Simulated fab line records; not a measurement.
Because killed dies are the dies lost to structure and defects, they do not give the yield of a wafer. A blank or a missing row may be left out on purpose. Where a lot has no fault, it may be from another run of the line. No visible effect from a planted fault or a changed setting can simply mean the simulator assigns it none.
A lot that was struck, set against a sound lot || flow sky130 || 14 out of 708 route steps
Sound: these wafers, L444.1, L444.3, L444.4. Wafers L446.2, L446.3, L446.5 were the ones struck. Last of all comes the cause.
Per side, at each step with rows, come the tool, then ch with its chambers, and then its first start. Under that, the readings that differ: sound wafers || struck wafers || difference of the means || sigmas: that difference in standard deviations of wafers without a fault.
alike: same words and numbers on both sides, and readings whose means sit less than 2 such deviations apart. not compared: any withheld reading, any reading some wafer has no value for, any bound like >300 that may hide the same value, and any number with overlapping values for which the record gives no deviation.
Wherever a step has rows on one side only, a row that says differs or no value, or a row with sigmas, the two part there. Non-overlapping numbers with no deviation appear without sigmas and do not part them. A reading missing from all wafers of one side parts the sides only when that side holds two or more wafers.

first, 4 steps without rows for these wafers: SKY_VT_ADJUST_PCH_SOFTBAKE_03; SKY_VT_ADJUST_PCH_EXPOSE_04 (exposes mask NWM, target cd 840 nm); SKY_VT_ADJUST_PCH_PEB_05; SKY_VT_ADJUST_PCH_DEVELOP_06 (develop time 60 s).
SKY_VT_ADJUST_PCH_OVL_MEAS_07:
  sound: overlay-01 at day 11 00:35; struck: overlay-02 at day 11 11:02
  alike: VT_ADJUST_PCH_OVL
after that, 1 step had no rows for these wafers: SKY_VT_ADJUST_PCH_IMPLANT_08.
SKY_VT_ADJUST_PCH_STRIP_09: strips in O2/N2.
  sound on plasma_asher-02 ch 0,1, day 11 00:46; struck on plasma_asher-04 ch 0,1, day 11 11:13
  alike: drypump_motor_current_A, oes_product_au, strip_time_to_endpoint_s
  not compared: rf_hours_counter_h
SKY_VT_ADJUST_PCH_TW_MEAS_10:
  sound: film_metro-04 at day 11 00:52; struck: film_metro-03 at day 11 11:20
{"reading": "VT_ADJUST_PCH_TW", "sound": "146.6 146.5 146.2", "struck": "142.5 142.3 142.0", "difference": -4.2, "sigmas": -2}
then, 4 steps without rows for these wafers: SKY_SONOS_TUNNEL_DEHYDRATE_00 (time 60 s); SKY_SONOS_TUNNEL_HMDS_01 (prime time 60 s); SKY_SONOS_TUNNEL_COAT_02 (resist thk 1140 nm); SKY_SONOS_TUNNEL_SOFTBAKE_03 (time 60 s).
SKY_SONOS_TUNNEL_EXPOSE_04: exposes mask TUNM, target cd 410 nm.
  sound on iline_stepper-01 ch 0, day 11 11:09; struck on iline_stepper-01 ch 0, day 11 23:05
{"reading": "exposure_dose_mJ_cm2", "sound": "135.90 135.90 136.11", "struck": "133.80 134.05 133.77", "difference": -2.10, "sigmas": -16}
  alike: mask, reticle_temp_C
after that, 1 step had no rows for these wafers: SKY_SONOS_TUNNEL_PEB_05.

== WHERE THEY PART ==
Last at SKY_SONOS_TUNNEL_EXPOSE_04 as far as this record goes, first at SKY_VT_ADJUST_PCH_TW_MEAS_10.

WHY: what the simulator had put in
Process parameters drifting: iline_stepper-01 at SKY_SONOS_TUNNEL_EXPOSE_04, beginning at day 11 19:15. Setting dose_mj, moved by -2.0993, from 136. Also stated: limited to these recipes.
